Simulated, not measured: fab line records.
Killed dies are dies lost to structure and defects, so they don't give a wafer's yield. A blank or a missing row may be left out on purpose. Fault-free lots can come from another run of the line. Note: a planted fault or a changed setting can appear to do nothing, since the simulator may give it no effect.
What tool caused it? + flow sky130 + 36 wafers from 12 lots sampled at 2 of the route's 708 steps

WHAT EACH GAUGE READ, for each wafer
SKY_VIA2_BOW_MEAS_03.
| lot  | measured     | on            | VIA2_BOW (um) |
|------|--------------|---------------|---------------|
| L075 | day 35 07:20 | film-metro-04 | 81 86 94      |
| L077 | day 36 15:29 | film-metro-02 | 87 84 78      |
| L080 | day 36 22:43 | film-metro-03 | 93 76 86      |
| L081 | day 37 08:32 | film-metro-02 | 71 81 75      |
| L084 | day 38 09:16 | film-metro-04 | 84 86 90      |
| L085 | day 38 22:49 | film-metro-04 | 95 74 92      |
| L087 | day 39 10:37 | film-metro-04 | 84 100 90     |
| L089 | day 39 21:16 | film-metro-02 | 89 70 75      |
| L091 | day 40 13:25 | film-metro-02 | 89 86 88      |
| L094 | day 41 04:56 | film-metro-02 | 85 90 94      |
| L093 | day 41 11:46 | film-metro-02 | 93 85 88      |
| L097 | day 42 00:53 | film-metro-02 | 77 86 83      |

EACH LOT AND THE TOOL THAT RAN IT (in order: tool; ch and the chambers of the sampled wafers; start)
| lot  | SKY_VIA1_ETCH_15                   |
|------|------------------------------------|
| L075 | rie-diel-04 ch 1,2,3, day 34 03:08 |
| L077 | rie-diel-03 ch 0,2,3, day 35 09:53 |
| L080 | rie-diel-04 ch 0,2,3, day 35 17:22 |
| L081 | rie-diel-03 ch 0,1, day 36 03:01   |
| L084 | rie-diel-01 ch 0,1,3, day 37 05:04 |
| L085 | rie-diel-04 ch 2,3, day 37 18:25   |
| L087 | rie-diel-01 ch 0,2,3, day 38 06:17 |
| L089 | rie-diel-03 ch 0,1,3, day 38 16:55 |
| L091 | rie-diel-01 ch 0,1, day 39 09:25   |
| L094 | rie-diel-04 ch 0,2,3, day 40 01:40 |
| L093 | rie-diel-04 ch 1,3, day 40 08:44   |
| L097 | rie-diel-01 ch 0,3, day 40 22:10   |
- SKY_VIA1_ETCH_15: etches SiO2 in C4F8/O2/Ar, stops on TiN, target depth 351 nm, time 54 s.

THE ANSWER, worked out from the rows above alone
Rule: the lots themselves supply what counts as usual. Put in order of their means at a reading, lots are off if they are a third of the lots or fewer, leave a main group of 4 or more, and stand apart from it by a gap of 3 or more times the standard deviation of the main group's means; of several such gaps the widest counts. If all means in a main group match to the digits the tables above print for the reading, that group is not used. Also off: a lot with no number at a reading for which 4 or more lots have one. Where the step has rows for the other lots, those lots are counted as sound.
No lot is off at any reading shown: from this, nothing can be told.

WHAT HAD BEEN PUT IN BY THE SIMULATOR
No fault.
